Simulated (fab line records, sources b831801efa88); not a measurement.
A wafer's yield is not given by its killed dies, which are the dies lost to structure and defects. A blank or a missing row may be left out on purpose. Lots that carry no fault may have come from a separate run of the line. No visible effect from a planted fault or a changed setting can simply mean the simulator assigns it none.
The same fault as seen by 2 desks    flow sky130    only its own numbers are on each desk; what lay behind them is given at the end

== METROLOGY DESK ==
What the gauges read, lot by lot, whatever tool the lot ran on: means of the sampled wafers that have a number. The brackets show how far a lot's mean lies from the usual mean; more than 4 standard deviations puts the lot out of limits, marked OUT.
Columns: A = SONOS_TUNNEL_OVL at SKY_SONOS_TUNNEL_OVL_MEAS_08, usual 0.2 nm; B = LDD_HVN_TW at SKY_LDD_HVN_TW_MEAS_10, usual 1453; C = POLY_CUT_OVL at SKY_POLY_CUT_OVL_MEAS_09, usual -6 nm
lot   first seen here  A     B                C
L971  day 11 15:34     0.2   1462             6
L974  day 12 08:11     3.1   1451             -8
L976  day 13 01:00     -0.7  1434             -9
L977  day 13 10:59     -1.5  1460             -10
L978  day 13 14:46     -0.0  1464             -3
L980  day 14 06:14     0.2   1439             -16
L982  day 14 19:32     -1.4  1447             -0
L983  day 15 08:08     0.1   1465             -10
L990  day 17 12:44     -2.0  1529 (+6.3) OUT  -5
L989  day 17 14:17     -0.5  1506 (+4.4) OUT  -11
L991  day 18 00:02     1.1   1464             -3
L992  day 18 15:02     1.2   1450             -3
L993  day 19 05:08     0.4   1456             -4
Per this desk, out of limits: L989, L990; the first was L990, day 26 23:27 (LDD_HVN_TW at SKY_LDD_HVN_TW_MEAS_10). L971, L974, L976, L977, L978, L980, L982, L983, L991, L992, L993 stayed within limits.

== FOR THE TOOL OWNER'S DESK: implanter-02 ==
For each lot that ran on this tool, the mean over its sampled wafers that have a number, from the tool's own readings at SKY_LDD_HVN_IMPLANT_08. The brackets show how far a lot's mean lies from the usual mean; more than 4 standard deviations puts the lot out of limits, marked OUT.
Columns: A = beam_energy_keV at SKY_LDD_HVN_IMPLANT_08, usual 59.998
lot   first seen here  A
L978  day 23 01:50     59.982
L980  day 23 18:55     59.982
L983  day 24 19:22     60.001
L990  day 26 23:12     73.833 (+99 or more) OUT
L989  day 27 01:40     73.826 (+99 or more) OUT
This desk's verdict: out of limits on L989, L990, starting with L990 at day 26 23:12 (beam_energy_keV at SKY_LDD_HVN_IMPLANT_08). L978, L980, L983 stayed within limits.

== TAKEN TOGETHER ==
An alarm could have come from the tool owner's desk at day 26 23:12, on L989, L990.
The metrology desk could have raised an alarm at day 26 23:27, on L989, L990.
SKY_LDD_HVN_IMPLANT_08 was run on implanter-02 by each of the lots named.

== WHAT WAS PUT IN BY THE SIMULATOR ==
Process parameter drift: implanter-02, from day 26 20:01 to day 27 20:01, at SKY_LDD_HVN_IMPLANT_08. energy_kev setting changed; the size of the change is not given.
Struck lots among those shown: L989, L990.
Hours from the fault's start to each desk's first reading out of limits: the tool owner's desk, 3; the metrology desk, 3.
